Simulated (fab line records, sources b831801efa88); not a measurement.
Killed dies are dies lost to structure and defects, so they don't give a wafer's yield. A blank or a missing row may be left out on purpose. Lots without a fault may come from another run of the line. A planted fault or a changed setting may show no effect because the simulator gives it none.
Which tool did it? | flow gf180mcu | 6 lots, 18 wafers sampled, at 2 steps of a route of 602

WHAT THE GAUGES READ, wafer by wafer
GF_M4_OVL_MEAS_15.
lot  | measured     | on         | M4_OVL (nm)
L366 | day 23 23:50 | overlay-01 | 10 4 1
L368 | day 24 14:05 | overlay-01 | -16 -16 -15
L370 | day 25 15:41 | overlay-02 | -8 -7 -7
L372 | day 26 07:59 | overlay-02 | -6 -6 -4
L378 | day 28 03:05 | overlay-01 | -9 -4 -10
L383 | day 29 16:51 | overlay-01 | -12 -10 -1

WHICH TOOL RAN EACH LOT (tool, then ch and the chambers of the sampled wafers, then the start)
lot  | GF_V2_CVD_02
L366 | pecvd-03 ch 0,2, day 19 20:16
L368 | pecvd-01 ch 0,1, day 20 12:59
L370 | pecvd-01 ch 1,2, day 21 16:47
L372 | pecvd-03 ch 0,2, day 22 11:08
L378 | pecvd-01 ch 0,2, day 24 08:31
L383 | pecvd-03 ch 0,1,2, day 26 01:43
- GF_V2_CVD_02: deposits SiO2 from TEOS, target thk 850 nm, time 94.851 s.

THE ANSWER, worked out from the rows above alone
Rule: what is usual is taken from the lots themselves. Put in order of their means at a reading, lots are off if they are a third of the lots or fewer, leave a main group of 4 or more, and stand apart from it by a gap of 3 or more times the standard deviation of the main group's means; of several such gaps the widest counts. A main group whose means are all the same, to the digits that the tables above print for the reading, isn't used. A lot without any number at a reading at which 4 lots or more have one is off too. The other lots that the step has rows for count as sound.
No lot is off at any reading shown: from this, nothing can be told.

WHAT THE SIMULATOR HAD PUT IN
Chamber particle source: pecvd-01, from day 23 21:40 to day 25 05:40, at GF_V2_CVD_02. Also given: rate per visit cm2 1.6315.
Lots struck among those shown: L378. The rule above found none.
